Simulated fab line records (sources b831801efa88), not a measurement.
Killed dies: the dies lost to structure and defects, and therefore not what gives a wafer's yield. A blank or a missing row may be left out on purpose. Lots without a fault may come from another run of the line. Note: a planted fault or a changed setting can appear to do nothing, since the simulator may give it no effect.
fab line records | flow gf180mcu
[record] lots = 7 wafers = 21 last_day = 34
route steps=602 shown M3@417 V3@429
lots that met no fault: from a run of the same line without faults
start_h: the number of hours between the record's first day and the start of the first shown wafer of the lot | wait_h: hours from the lot's prior step to this one | " repeats the value in the row above | L1.1+2: several wafers, shown together as one row | - no value, or no start given | * or withheld: withheld | < > ~ a bound
route shown NAME@n: NAME is a module with steps in the file, n the number in the route of the first one | usual: mean/standard deviation of fault-free wafers | same: alike in all rows | chamber/n: place in a boat | sites: each site's reading | _std_site: standard deviation of those values | _edge_site: outer sites' mean less inner sites' | radius_mm: how far each site lies from the wafer's centre | mask NAME#n: copy n | behind: tool/chamber where the wafer was last shaped | hold: what put the lot on hold/how long, in hours/how the hold closed | device: transistor that didn't switch, given as n, p or np | end of line: the route-end tests of the same wafers | a step without rows: its recipe alone | killed: at the first sort, the dies lost to defects and structure; wafer yield is something else | map: per-die view of a wafer (x killed, . not killed, _ where there is no die)
set.NAME: the run value of the setting; set.NAME@STEP: its run value at that earlier step | model.NAME: the simulator's own value behind a step, which no gauge read
lots at some steps of the route; a table a step, a row a wafer
services: from which hour (start_h, from the record's first day; less than 0 if before it) a tool's chamber was out of use, for how many hours, and why
[[steps]]
[step GF_M3_HMDS_08]
[recipe] prime_time_s = 60 prime_temp_c = 120
[step GF_M3_COAT_09]
[recipe] resist = KrF spin_rpm = withheld resist_thk_nm = 1000
[step GF_M3_SOFTBAKE_10]
[recipe] temp_c = 130 time_s = 60 resist = KrF
[step GF_M3_EXPOSE_11]
[recipe] mask_id = Metal3 target_cd_nm = 280 na = 0.68 source_shape = conventional sigma_outer = 0.6 dose_mj = 28
[step GF_M3_PEB_12]
[recipe] peb_temp_c = 135 peb_time_s = 90 resist = KrF
[step GF_M3_DEVELOP_13]
[recipe] develop_time_s = 60 dev_temp_c = 21
[step GF_M3_CD_MEAS_14]
[recipe] target_cd_nm = 280
[usual] cd_nm = 280.0/0.93
// columns lot.wafer tool chamber start_h wait_h cd_nm
L242.2 cd_sem-01 - 562.00 0.1 281.2
L242.3 " - " " 280.0
L242.4 " - " " 279.2
L244.2 cd_sem-02 - 567.95 0.1 281.2
L244.4 " - " " 280.8
L244.5 " - " " 281.6
L245.3 cd_sem-01 - 573.95 0.1 280.4
L245.5 " - " " 280.2
L245.6 " - " " 279.0
L246.1 cd_sem-01 - 585.06 0.1 280.8
L246.3 " - " " 280.0
L246.4 " - " " 279.1
L251.1 cd_sem-02 - 620.46 0.1 280.4
L251.2 " - " " 281.4
L251.4 " - " " 280.0
L255.1 cd_sem-01 - 639.38 0.1 279.9
L255.5 " - " " 280.6
L255.6 " - " " 279.6
L256.1 cd_sem-02 - 653.93 0.1 279.7
L256.3 " - " " 280.2
L256.5 " - " " 278.8
[step GF_M3_OVL_MEAS_15]
[usual] M3_OVL = 1/7.1
// columns lot.wafer tool chamber start_h wait_h M3_OVL[nm]
L242.2 overlay-02 - 562.11 0.1 12
L242.3 " - " " 4
L242.4 " - " " 15
L244.2 overlay-02 - 568.05 0.1 1
L244.4 " - " " 2
L244.5 " - " " 1
L245.3 overlay-01 - 574.04 0.1 4
L245.5 " - " " -8
L245.6 " - " " -1
L246.1 overlay-01 - 585.18 0.1 6
L246.3 " - " " 3
L246.4 " - " " 13
L251.1 overlay-02 - 620.58 0.1 5
L251.2 " - " " -6
L251.4 " - " " -4
L255.1 overlay-01 - 639.50 0.1 -12
L255.5 " - " " -19
L255.6 " - " " -12
L256.1 overlay-02 - 654.05 0.1 -5
L256.3 " - " " -7
L256.5 " - " " -4
[step GF_M3_METAL_ETCH_16]
[recipe] chemistry = Cl2/BCl3 mask_material = KrF target_depth_nm = 627.5 stop_on = SiO2 pressure_mtorr = 8 icp_w = 800 bias_w = 140 Cl2_flow_sccm = 80 bcl3_flow_sccm = 40 time_s = 104.6
[usual] drypump_motor_current_A = 5.9/0.4 oes_product_au = 0.973/0.0055 throttle_valve_pct = 28.249/0.01
// columns lot.wafer tool chamber start_h wait_h drypump_motor_current_A oes_product_au rf_hours_counter_h throttle_valve_pct
L242.2 rie_metal-04 0 562.14 0.0 5.4 0.976 11 28.256
L242.3 " 1 " " 6.3 0.974 - 28.244
L242.4 " 0 " " 5.4 0.975 - 28.238
L244.2 rie_metal-01 1 568.08 0.0 5.5 0.978 3 28.248
L244.4 " 0 " " 5.7 0.971 - 28.239
L244.5 " 0 " " 5.7 0.975 - 28.254
L245.3 rie_metal-01 0 574.10 0.1 5.7 0.976 - 28.250
L245.5 " 0 " " 5.7 0.973 - 28.244
L245.6 " 1 " " 5.5 0.979 - 28.256
L246.1 rie_metal-04 0 585.21 0.0 5.4 0.968 11 28.253
L246.3 " 1 " " 6.4 0.964 - 28.245
L246.4 " 0 " " 5.4 0.960 - 28.253
L251.1 rie_metal-04 1 620.61 0.0 6.3 0.969 11 28.233
L251.2 " 0 " " 5.4 0.970 13 28.246
L251.4 " 0 " " 5.4 0.971 - 28.247
L255.1 rie_metal-03 1 639.54 0.0 6.2 0.971 4 28.242
L255.5 " 0 " " 6.3 0.975 - 28.253
L255.6 " 1 " " 6.2 0.972 - 28.231
L256.1 rie_metal-03 1 654.09 0.0 6.2 0.973 4 28.257
L256.3 " 0 " " 6.2 0.981 - 28.242
L256.5 " 0 " " 6.3 0.976 - 28.258
[step GF_M3_STRIP_17]
[recipe] chemistry = O2/N2 power_w = 1400 pressure_mtorr = 1500 platen_temp_c = 250 o2_flow_sccm = 3000 n2_flow_sccm = 300 overash_fraction = 0.5
[usual] drypump_motor_current_A = 5.9/0.53 heater_power_w = 331/28 oes_product_au = 0.557/0.0049 strip_time_to_endpoint_s = 7.86/0.038
// columns lot.wafer tool chamber start_h wait_h drypump_motor_current_A heater_power_w oes_product_au rf_hours_counter_h strip_time_to_endpoint_s
L242.2 plasma_asher-03 0 562.25 0.1 6.1 357 0.559 46 7.85
L242.3 " 0 " " 6.1 353 0.557 - 7.84
L242.4 " 1 " " 6.6 306 0.559 - 7.86
L244.2 plasma_asher-03 0 568.19 0.1 6.1 354 0.558 47 7.83
L244.4 " 0 " " 6.1 360 0.555 - 7.89
L244.5 " 0 " " 6.1 352 0.556 - 7.84
L245.3 plasma_asher-04 0 574.21 0.1 5.5 344 0.561 - 7.86
L245.5 " 0 " " 5.5 343 0.551 - 7.86
L245.6 " 1 " " 5.2 360 0.562 - 7.86
L246.1 plasma_asher-01 1 585.33 0.1 5.4 288 0.552 95 7.87
L246.3 " 0 " " 5.2 356 0.553 - 7.87
L246.4 " 1 " " 5.4 281 0.552 - 7.86
L251.1 plasma_asher-03 1 620.73 0.1 6.6 300 0.567 53 7.83
L251.2 " 0 " " 6.1 355 0.552 53 7.85
L251.4 " 0 " " 6.1 355 0.560 - 7.84
L255.1 plasma_asher-03 1 639.65 0.1 6.5 307 0.562 56 7.83
L255.5 " 1 " " 6.6 309 0.550 - 7.80
L255.6 " 0 " " 6.1 358 0.554 - 7.82
L256.1 plasma_asher-01 1 654.20 0.1 5.4 287 0.567 104 7.89
L256.3 " 0 " " 5.2 350 0.557 - 7.90
L256.5 " 0 " " 5.2 349 0.561 - 7.89
[step GF_M3_STRIP_18]
[recipe] chemistry = post_etch_residue_remover time_s = 1200 temp_c = 72.5
[step GF_M3_CLEAN_19]
[recipe] chemistry = DIW dry = n2_spin
[step GF_V3_CVD_00]
[recipe] material = SiO2 target_thk_nm = 600 sigma_open_frac = 0.3 temp_c = 400 time_s = 100 sih4_flow_sccm = 60 pressure_mtorr = 6
[usual] pressure_mtorr = 6.001/0.012 run_length_s = 128.0/0.55
// columns lot.wafer tool chamber start_h wait_h pressure_mtorr run_length_s
L242.2 hdpcvd-02 0 562.79 0.0 5.997 128.6
L242.3 " 2 " " 5.990 127.9
L242.4 " 0 " " 6.014 129.1
L244.2 hdpcvd-01 0 568.76 0.0 - -
L244.4 " 2 " " - -
L244.5 " 1 " " - -
L245.3 hdpcvd-02 2 574.74 0.0 - -
L245.5 " 0 " " - -
L245.6 " 2 " " - -
L246.1 hdpcvd-02 2 585.89 0.0 - -
L246.3 " 1 " " - -
L246.4 " 2 " " - -
L251.1 hdpcvd-02 1 621.26 0.0 6.003 127.9
L251.2 " 0 " " 5.975 128.6
L251.4 " 1 " " 6.004 127.6
L255.1 hdpcvd-02 0 640.22 0.0 6.017 128.8
L255.5 " 0 " " 6.020 128.7
L255.6 " 1 " " 6.017 127.4
L256.1 hdpcvd-01 2 654.73 0.0 5.994 127.3
L256.3 " 1 " " 6.000 128.3
L256.5 " 0 " " 6.008 128.1
[step GF_V3_CVD_02]
[recipe] material = SiO2 target_thk_nm = 850 precursor = TEOS temp_c = 400 time_s = 94.851 rf_w = 600
[usual] heater_power_outer_w = 377/49 heater_power_w = 671/100
// columns lot.wafer tool chamber start_h wait_h heater_power_outer_w heater_power_w
L242.2 pecvd-01 1 562.92 0.0 374 599
L242.3 " 0 " " 434 712
L242.4 " 1 " " 403 652
L244.2 pecvd-03 1 568.89 0.0 307 526
L244.4 " 1 " " 326 557
L244.5 " 1 " " 361 589
L245.3 pecvd-03 1 574.91 0.1 354 592
L245.5 " 1 " " 265 459
L245.6 " 2 " " 324 689
L246.1 pecvd-03 2 586.02 0.1 422 813
L246.3 " 0 " " 374 670
L246.4 " 0 " " 416 696
L251.1 pecvd-04 1 621.39 0.1 367 712
L251.2 " 2 " " 342 635
L251.4 " 1 " " 387 722
L255.1 pecvd-03 0 640.35 0.1 411 707
L255.5 " 0 " " 313 582
L255.6 " 2 " " 331 686
L256.1 pecvd-01 1 654.87 0.1 375 613
L256.3 " 0 " " 407 652
L256.5 " 0 " " 436 685
[step GF_V3_CMP_04]
[recipe] material = SiO2 down_force_psi = 4 platen_rpm = 60 pad_velocity_m_s = 0.94248
[usual] motor_current_A = 12.8/0.86
// columns lot.wafer tool chamber start_h wait_h motor_current_A
L242.2 cmp-02 1 563.05 0.0 12.5
L242.3 " 2 " " 13.4
L242.4 " 0 " " 12.4
L244.2 cmp-02 0 569.11 0.1 12.1
L244.4 " 1 " " 12.7
L244.5 " 3 " " 13.3
L245.3 cmp-01 1 575.04 0.0 12.3
L245.6 " 1 " " 11.9
L245.5 " 2 " " 11.4
L246.4 cmp-02 2 586.15 0.0 13.3
L246.3 " 3 " " 12.5
L246.1 " 1 " " 12.6
L251.4 cmp-02 3 621.52 0.0 13.4
L251.2 " 1 " " 12.8
L251.1 " 2 " " 13.7
L255.1 cmp-02 2 640.58 0.1 13.5
L255.5 " 0 " " 11.9
L255.6 " 1 " " 12.6
L256.3 cmp-02 2 655.05 0.1 13.9
L256.1 " 0 " " 12.4
L256.5 " 1 " " 12.7
[step GF_V3_BOW_MEAS_05]
[recipe] mode = bow
[usual] V3_BOW = 114/9.2
// columns lot.wafer tool chamber start_h wait_h V3_BOW[um]
L242.2 film_metro-02 - 563.37 0.3 109
L242.3 " - " " 116
L242.4 " - " " 114
L244.2 film_metro-04 - 569.38 0.2 81
L244.4 " - " " 85
L244.5 " - " " 81
L245.3 film_metro-04 - 575.38 0.3 82
L245.5 " - " " 101
L245.6 " - " " 100
L246.1 film_metro-02 - 586.45 0.1 88
L246.3 " - " " 90
L246.4 " - " " 85
L251.1 film_metro-02 - 621.82 0.1 117
L251.2 " - " " 117
L251.4 " - " " 112
L255.1 film_metro-03 - 640.78 0.1 117
L255.5 " - " " 130
L255.6 " - " " 116
L256.1 film_metro-02 - 655.30 0.1 116
L256.3 " - " " 101
L256.5 " - " " 120
[step GF_V3_DEHYDRATE_06]
[recipe] temp_c = 200 time_s = 60
[[services]]
// columns tool chamber start_h hours kind
hdpcvd-02 - 539.25 15.0 pm
hdpcvd-02 0 539.25 15.0 vent_cycle
hdpcvd-02 1 539.25 15.0 vent_cycle
hdpcvd-02 2 539.25 15.0 vent_cycle
pecvd-03 0 544.05 9.5 repair
cmp-02 - 545.42 0.8 repair
pecvd-04 - 554.65 1.0 repair
pecvd-03 0 566.17 14.8 repair
cmp-02 - 575.96 4.0 pm
cmp-02 - 579.96 - consumable_replace:conditioner
cmp-02 - 579.96 - consumable_replace:pad
plasma_asher-04 - 584.24 17.2 pm
hdpcvd-01 - 584.58 0.6 repair
pecvd-01 - 591.12 14.0 pm
cmp-02 - 591.54 3.5 pm
pecvd-03 - 596.83 14.6 pm
hdpcvd-01 0 599.33 11.8 repair
plasma_asher-04 - 605.81 30.2 repair
pecvd-01 - 622.90 1.2 repair
rie_metal-03 - 633.76 4.3 pm
cmp-02 - 634.11 0.3 repair
plasma_asher-01 - 637.91 2.8 pm
rie_metal-04 - 650.81 1.7 repair
pecvd-04 - 651.85 1.4 repair
[[key]]
[first_sign] step = GF_V3_CVD_00 reading = tool_record direction = missing
[effect] step = GF_V3_BOW_MEAS_05 reading = V3_BOW direction = down sigmas = 2.8 usual = 114 struck = 88
met_at GF_V3_CVD_00
struck_wafers L244.2,L244.4,L244.5,L245.3,L245.5,L245.6,L246.1,L246.3,L246.4
later_rows_left_out L244.2,L244.4,L244.5,L245.3,L245.5,L245.6,L246.1,L246.3,L246.4
sort_left_out L244.2,L244.4,L244.5,L245.3,L245.5,L245.6,L246.1,L246.3,L246.4
onset_between 562.79 568.76
[fault] kind = skipped_step_whole tool = hdpcvd-01,hdpcvd-02 chamber = - onset_h = 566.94 steps = GF_V3_CVD_00 scope = struck_lots_only
// sort_left_out: the simulated sort isn't trusted on such a fault, so these wafers' sort isn't shown, and their yield isn't known
// later_rows_left_out: the simulator's readings of these wafers behind a module that went badly wrong aren't trusted and aren't shown, but for the sort
